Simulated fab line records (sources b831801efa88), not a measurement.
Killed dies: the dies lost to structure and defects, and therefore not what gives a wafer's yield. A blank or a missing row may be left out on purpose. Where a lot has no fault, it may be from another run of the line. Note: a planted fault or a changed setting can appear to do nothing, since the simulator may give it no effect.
Matching of chambers + flow sky130 + 3 sister chambers for SKY_CONTACT_CVD_00 on pecvd-04
The step deposits Si3N4, target thk 75 nm. 6 wafers are shown with their chamber, then 11 later ones without.

WAFERS WITH THEIR CHAMBER
| wafer  | chamber | heater power w (W) |
|--------|---------|--------------------|
| L089.3 | 0       | 869                |
| L089.4 | 1       | 663                |
| L091.2 | 0       | 901                |
| L091.4 | 2       | 867                |
| L091.6 | 1       | 748                |
| L092.4 | 2       | 873                |

WAFERS WHOSE CHAMBER IS MISSING
| wafer  | heater power w (W) |
|--------|--------------------|
| L092.5 | 916                |
| L092.6 | 710                |
| L093.2 | 916                |
| L093.3 | 670                |
| L093.4 | 670                |
| L095.2 | 731                |
| L095.5 | 788                |
| L095.6 | 856                |
| L097.1 | 669                |
| L097.2 | 914                |
| L097.6 | 783                |

EACH ONE'S CHAMBER
| wafer  | from the rows above          | in truth |
|--------|------------------------------|----------|
| L092.5 | can't be placed: 0 or 2      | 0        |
| L092.6 | 1                            | 1        |
| L093.2 | can't be placed: 0 or 2      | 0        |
| L093.3 | 1                            | 1        |
| L093.4 | 1                            | 1        |
| L095.2 | 1                            | 1        |
| L095.5 | can't be placed: 2 or 1 or 0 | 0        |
| L095.6 | can't be placed: 2 or 0      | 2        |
| L097.1 | 1                            | 1        |
| L097.2 | can't be placed: 0 or 2      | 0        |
| L097.6 | can't be placed: 1 or 2 or 0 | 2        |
Placed correctly: 5 of 11. Can't be placed from these rows: 6 (the true chamber is among the candidates in 6). Number placed wrongly: 0.
How it was worked out, from the rows above alone: a wafer's distance from a chamber is the root of the sum, over the readings, of the square of ((its reading less the chamber's mean) divided by the reading's scatter). The wafer belongs to the nearest chamber; if the next one is less than 2 further off, it can't be placed. A chamber's mean is the mean of its shown wafers. The scatter: take each reading less its chamber's mean, square it, sum over the shown wafers, divide by the number of wafers less the number of chambers, and take the root.
